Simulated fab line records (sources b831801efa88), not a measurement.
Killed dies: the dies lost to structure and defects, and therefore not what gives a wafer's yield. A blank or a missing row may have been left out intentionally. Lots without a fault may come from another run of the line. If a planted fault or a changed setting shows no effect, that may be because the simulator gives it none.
What tool caused it? | flow sky130 | 33 wafers from 11 lots sampled at 6 of the route's 708 steps

## WHAT EACH GAUGE READ, for each wafer
SKY_VT_ADJUST_HVTR_TW_MEAS_11.
lot  | measured     | on            | VT_ADJUST_HVTR_TW
L603 | day 10 14:06 | film metro-04 | 212.9 212.8 211.8
L604 | day 10 21:34 | film metro-01 | 213.3 214.0 213.8
L605 | day 11 06:23 | film metro-03 | 216.1 215.2 215.7
L606 | day 11 10:08 | film metro-01 | 212.7 212.8 212.8
L613 | day 13 13:38 | film metro-01 | 213.1 212.9 212.0
L614 | day 14 08:02 | film metro-01 | 214.2 213.5 213.0
L616 | day 14 19:53 | film metro-01 | 213.5 214.1 213.9
L617 | day 15 03:05 | film metro-04 | 212.1 212.0 212.1
L618 | day 15 06:56 | film metro-03 | 215.8 214.7 216.1
L620 | day 15 23:55 | film metro-01 | 213.0 213.2 213.5
L621 | day 17 08:25 | film metro-04 | 208.5 210.3 210.0

SKY_GATE_OXIDE_OVL_MEAS_10.
lot  | measured     | on         | GATE_OXIDE_OVL (nm)
L603 | day 15 02:57 | overlay-02 | 1.4 1.3 2.9
L604 | day 15 12:44 | overlay-01 | - - -
L605 | day 16 04:47 | overlay-01 | -1.0 -1.4 -0.2
L606 | day 16 05:44 | overlay-01 | -0.2 0.3 2.3
L613 | day 18 11:55 | overlay-01 | -2.4 -2.2 -1.7
L614 | day 19 12:47 | overlay-01 | 0.8 2.5 1.9
L616 | day 19 23:44 | overlay-02 | -0.2 -2.0 -1.9
L617 | day 20 12:23 | overlay-01 | -1.3 -3.1 -1.5
L618 | day 20 13:28 | overlay-01 | 0.4 0.1 -0.8
L620 | day 21 06:25 | overlay-01 | 0.1 0.3 -1.3
L621 | day 22 20:14 | overlay-01 | -1.3 -2.4 -1.8

SKY_GATE_OXIDE_TW_MEAS_14.
lot  | measured     | on            | GATE_OXIDE_TW
L603 | day 15 03:21 | film metro-04 | 225.9 225.3 225.2
L604 | day 15 13:08 | film metro-04 | 30.2 30.1 30.2 30.2 30.1 30.2
L605 | day 16 05:10 | film metro-01 | 227.0 225.8 224.7
L606 | day 16 06:10 | film metro-03 | 230.0 231.0 230.3
L613 | day 18 12:19 | film metro-03 | 227.4 229.0 228.6
L614 | day 19 13:11 | film metro-01 | 226.4 226.8 226.0
L616 | day 20 00:08 | film metro-03 | 229.2 228.0 228.5
L617 | day 20 12:47 | film metro-01 | 227.6 227.3 226.7
L618 | day 20 13:52 | film metro-01 | 228.0 228.2 226.9
L620 | day 21 06:48 | film metro-04 | 222.4 222.9 224.0
L621 | day 22 20:37 | film metro-01 | 224.1 224.5 225.6

SKY_POLY_GATE_CD_MEAS_13: the cd target is 150 nm.
lot  | measured     | on        | cd nm (nm)
L603 | day 17 21:43 | cd sem-01 | 149.2 148.5 149.3
L605 | day 18 22:37 | cd sem-01 | 148.2 148.5 148.9
L606 | day 18 23:01 | cd sem-01 | 148.4 148.6 151.2
L613 | day 21 08:41 | cd sem-01 | 149.9 150.0 152.1
L614 | day 22 07:29 | cd sem-02 | 151.9 149.5 150.5
L616 | day 22 22:20 | cd sem-01 | 149.6 149.1 149.2
L617 | day 23 07:32 | cd sem-02 | 148.1 148.9 150.3
L618 | day 23 09:12 | cd sem-02 | 146.6 148.6 147.7
L620 | day 24 01:20 | cd sem-01 | 150.0 150.3 150.7
L621 | day 26 16:43 | cd sem-01 | 149.1 148.1 149.0

## WHICH TOOL RAN EACH LOT (tool, then ch and the chambers of the sampled wafers, then the start)
lot  | SKY_VT_ADJUST_LVTN_STRIP_09          | SKY_GATE_OXIDE_EXPOSE_07
L603 | plasma asher-03 ch 0,1, day 7 22:14  | iline stepper-02 ch 0, day 14 13:10
L604 | plasma asher-02 ch 0,1, day 8 04:53  | iline stepper-01 ch 0, day 14 23:36
L605 | plasma asher-02 ch 0,1, day 8 11:18  | iline stepper-02 ch 0, day 15 14:46
L606 | plasma asher-02 ch 0,1, day 8 16:35  | iline stepper-01 ch 0, day 15 15:47
L613 | plasma asher-03 ch 0,1, day 10 13:16 | iline stepper-01 ch 0, day 17 21:00
L614 | plasma asher-03 ch 0,1, day 11 04:30 | iline stepper-02 ch 0, day 18 21:31
L616 | plasma asher-04 ch 0,1, day 11 15:30 | iline stepper-01 ch 0, day 19 07:51
L617 | plasma asher-03 ch 1, day 11 21:51   | iline stepper-02 ch 0, day 19 21:32
L618 | plasma asher-03 ch 0,1, day 12 01:57 | iline stepper-01 ch 0, day 19 22:26
L620 | plasma asher-02 ch 0,1, day 12 17:13 | iline stepper-01 ch 0, day 20 15:23
L621 | plasma asher-02 ch 0,1, day 13 20:45 | iline stepper-01 ch 0, day 22 04:49
- SKY_VT_ADJUST_LVTN_STRIP_09: strips in O2/N2.
- SKY_GATE_OXIDE_EXPOSE_07: exposes mask LVOM, target cd 600 nm.

## AS READ BY THE TOOLS THEMSELVES (means over the sampled wafers that have a number; for cases with no such wafer, the mark the record gives instead)
SKY_VT_ADJUST_LVTN_STRIP_09.
lot  | tool            | drypump motor current A (A) | oes product au (a.u.) | strip time to endpoint s (s)
L603 | plasma asher-03 | 5.7                         | 0.719                 | 36.87
L604 | plasma asher-02 | 6.1                         | 0.725                 | 36.89
L605 | plasma asher-02 | 6.2                         | 0.718                 | 36.88
L606 | plasma asher-02 | 6.2                         | 0.717                 | 36.82
L613 | plasma asher-03 | 6.1                         | 0.729                 | 36.95
L614 | plasma asher-03 | 5.8                         | 0.723                 | 36.94
L616 | plasma asher-04 | 5.2                         | 0.719                 | 36.91
L617 | plasma asher-03 | 6.5                         | 0.725                 | 36.85
L618 | plasma asher-03 | 6.1                         | 0.718                 | 36.90
L620 | plasma asher-02 | 6.1                         | 0.721                 | 36.94
L621 | plasma asher-02 | 6.1                         | 0.719                 | 37.01

## THE ANSWER, worked out from the rows above alone
Rule: usual is defined by the lots themselves. Put in order of their means at a reading, lots are off if they are a third of the lots or fewer, leave a main group of 4 or more, and stand apart from it by a gap of 3 or more times the standard deviation of the main group's means; of several such gaps the widest counts. A main group is skipped when, at the precision printed for the reading in the tables above, its means are all equal. Also off: a lot with no number at a reading for which 4 or more lots have one. The other lots that the step has rows for count as sound. Order of review: gauges by route order, followed by the tools' own readings, for which a lot's mean as printed above is used. The first step at which some lot is off is used, and at that step the reading that is off furthest; a lot without a number counts as furthest.
Off: at SKY_GATE_OXIDE_OVL_MEAS_10 (GATE_OXIDE_OVL), L604. Without a number there: L604. For the main group the mean is -0.4 nm and the standard deviation 1.4.
A tool fits if, at a process step before that reading, it ran every lot that is off, and no sound lot after the first of them. Not tried: the gauges at SKY_GATE_OXIDE_OVL_MEAS_10; whatever is off there is also off at SKY_GATE_OXIDE_TW_MEAS_14, on other tools, and gauge error can't account for it. Not one of the candidates tried fits.

## WHAT THE SIMULATOR PUT IN
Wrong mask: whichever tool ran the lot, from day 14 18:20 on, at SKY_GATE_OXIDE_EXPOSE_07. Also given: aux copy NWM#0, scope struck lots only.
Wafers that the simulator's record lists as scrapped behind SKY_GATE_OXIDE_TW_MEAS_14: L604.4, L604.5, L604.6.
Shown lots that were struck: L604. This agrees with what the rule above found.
